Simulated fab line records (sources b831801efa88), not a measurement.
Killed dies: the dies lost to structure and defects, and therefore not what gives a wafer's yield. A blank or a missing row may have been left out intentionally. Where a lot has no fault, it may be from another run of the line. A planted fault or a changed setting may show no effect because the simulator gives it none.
A lot that was struck, set against a sound lot :: flow gf180mcu :: 14 steps out of a route of 602
Sound: these wafers, L783.1, L783.4, L783.6. Wafers L787.1, L787.3, L787.5 were the ones struck. The cause comes at the end.
Per side, at each step with rows, come the tool, then ch with its chambers, and then its first start. Under that, the readings that differ: sound wafers :: struck wafers :: difference of the means :: sigmas: that difference in standard deviations of wafers without a fault.
alike: readings whose means differ by less than 2 such deviations, and words and numbers that are the same on both sides. not compared: withheld readings, readings that some wafer has no value for, bounds like >300 that may hide the same value, and numbers for which the record gives no deviation and whose values overlap.
The two part at a step that has a row with sigmas, a row that says differs or no value, or rows on one side only. Numbers that have no deviation but don't overlap get no sigmas and don't part them. A reading missing from all wafers of one side parts the sides only when that side holds two or more wafers.

GF_DUAL_GATE_OVL_MEAS_11:
  sound: overlay-02 at day 8 20:40; struck: overlay-01 at day 10 02:38
  alike: DUAL_GATE_OVL
then, 1 step without rows for these wafers: GF_DUAL_GATE_WET_ETCH_12 (etches SiO2 in dHF, target depth 13 nm, time 260 s).
GF_DUAL_GATE_STRIP_13: strips in O2/N2.
  sound on plasmaAsher-01 ch 0, day 8 20:47; struck on plasmaAsher-04 ch 0,1, day 10 02:46
reading: drypumpMotorCurrentA (A)
sound: 5.74 5.73 5.76
struck: 6.07 6.09 6.10
difference: +0.34
sigmas: +2
  alike: heaterPowerW, oesProductAu, stripTimeToEndpointS
  not compared: rfHoursCounterH
then, 3 steps without rows for these wafers: GF_DUAL_GATE_CLEAN_14 (cleans in SC1/SC2, time 150 s); GF_DUAL_GATE_OXIDATION_15 (stabilise 600 s, purge 300 s, target thk 7.098 nm); GF_POLY_GATE_CVD_00 (deposits poly-Si, target thk 200 nm, time 1200 s).
GF_POLY_GATE_THK_MEAS_01:
  sound: filmMetro-03 at day 8 23:50; struck: filmMetro-01 at day 10 05:52
reading: POLY_GATE_CVD_00_THK (nm)
sound: 197.4 197.1 199.8
struck: 201.3 204.4 203.8
difference: +5.1
sigmas: +3
then, 5 steps without rows for these wafers: GF_POLY_GATE_DEHYDRATE_02 (time 60 s); GF_POLY_GATE_HMDS_03 (prime time 60 s); GF_POLY_GATE_COAT_04; GF_POLY_GATE_COAT_05 (resist thk 700 nm); GF_POLY_GATE_SOFTBAKE_06 (time 60 s).
GF_POLY_GATE_EXPOSE_07: exposes mask Poly2, target cd 280 nm.
  struck on krfScanner-01, day 10 14:54; sound on krfScanner-02 ch 0, day 9 07:58
  no value came back on the struck wafers for exposureDoseMJCm2, focusOffsetNm (nm), na, reticleTempC (C); on the sound wafers exposureDoseMJCm2 reads 28.004 28.016 27.966
  alike: mask
then, 1 step without rows for these wafers: GF_POLY_GATE_PEB_08 (peb time 90 s).

WHERE THEY PART
At GF_DUAL_GATE_STRIP_13 first; at GF_POLY_GATE_EXPOSE_07 last (within this record only).

WHY: what had been put in by the simulator
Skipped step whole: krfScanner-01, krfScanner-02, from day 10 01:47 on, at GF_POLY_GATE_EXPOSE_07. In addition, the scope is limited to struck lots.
